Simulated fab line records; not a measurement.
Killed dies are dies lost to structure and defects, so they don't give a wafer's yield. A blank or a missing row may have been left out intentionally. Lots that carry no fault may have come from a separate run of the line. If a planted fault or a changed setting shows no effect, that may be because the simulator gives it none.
Tool commonality check -- flow gf180mcu -- Sampled: 13 lots, 39 wafers

## WHY THIS WAS OPENED
Of 13 lots, 2 have the reading MVPSD_TW flagged at GF_MVPSD_TW_MEAS_11. No-fault wafers: 554, standard deviation 3.6.
Rule: a lot is flagged when every wafer of it that has a number lies more than 4 standard deviations from that mean, or none has a number. The rest of the lots are taken to be sound.

lot,measured,on,"MVPSD_TW, wafer by wafer",flag
L275,day 5 00:25,film-metro-01,554 557 556,
L276,day 5 07:49,film-metro-04,550 548 555,
L277,day 5 14:04,film-metro-04,551 551 551,
L278,day 5 19:22,film-metro-04,550 550 552,
L279,day 6 01:28,film-metro-04,550 549 548,
L283,day 7 00:58,film-metro-04,556 554 554,
L284,day 7 05:49,film-metro-02,555 553 554,
L286,day 7 17:58,film-metro-04,550 552 554,
L289,day 8 12:38,film-metro-01,557 556 558,
L291,day 9 01:18,film-metro-02,677 676 677,FLAGGED
L292,day 9 05:44,film-metro-04,552 554 556,
L294,day 9 19:01,film-metro-01,673 676 678,FLAGGED
L298,day 10 19:16,film-metro-04,551 552 550,
The mean of the flagged lots' numbers is 676, +122 from the usual (+34 standard deviations).

## TOOL THAT RAN EACH LOT
The record keeps 1 process step preceding the reading, out of 602 steps on the route. Cell contents, in order: the tool; ch with the chambers the sampled wafers went through; the start.
lot,flag,GF_MVPSD_IMPLANT_08
L275,,"implanter-04 ch 0, day 5 00:02"
L276,,"implanter-04 ch 0, day 5 07:26"
L277,,"implanter-02 ch 0, day 5 13:40"
L278,,"implanter-02 ch 0, day 5 18:59"
L279,,"implanter-04 ch 0, day 6 01:04"
L283,,"implanter-03 ch 0, day 7 00:36"
L284,,"implanter-03 ch 0, day 7 05:25"
L286,,"implanter-02 ch 0, day 7 17:36"
L289,,"implanter-03 ch 0, day 8 12:17"
L291,FLAGGED,"implanter-03 ch 0, day 9 00:30"
L292,,"implanter-02 ch 0, day 9 05:22"
L294,FLAGGED,"implanter-02 ch 0, day 9 18:14"
L298,,"implanter-03 ch 0, day 10 18:52"
These steps, and what they do:
- GF_MVPSD_IMPLANT_08
- GF_MVPSD_TW_MEAS_11

## FLAGGED AGAINST TOTAL, ONE TOOL AT A TIME (gauges that did the reading follow at the end)
step,tool,lots run,flagged,share of the flagged lots,sound lots run after its first flagged lot
GF_MVPSD_IMPLANT_08,implanter-02,5,1,some,0
GF_MVPSD_IMPLANT_08,implanter-03,5,1,some,1 (L298)
GF_MVPSD_IMPLANT_08,implanter-04,3,0,none,-
GF_MVPSD_TW_MEAS_11,film-metro-01,3,1,some,0
GF_MVPSD_TW_MEAS_11,film-metro-02,2,1,some,0
GF_MVPSD_TW_MEAS_11,film-metro-04,8,0,none,-

## WHAT THE TABLE ALLOWS
No row of the table ran every flagged lot.

## WHAT THE SIMULATOR PUT IN
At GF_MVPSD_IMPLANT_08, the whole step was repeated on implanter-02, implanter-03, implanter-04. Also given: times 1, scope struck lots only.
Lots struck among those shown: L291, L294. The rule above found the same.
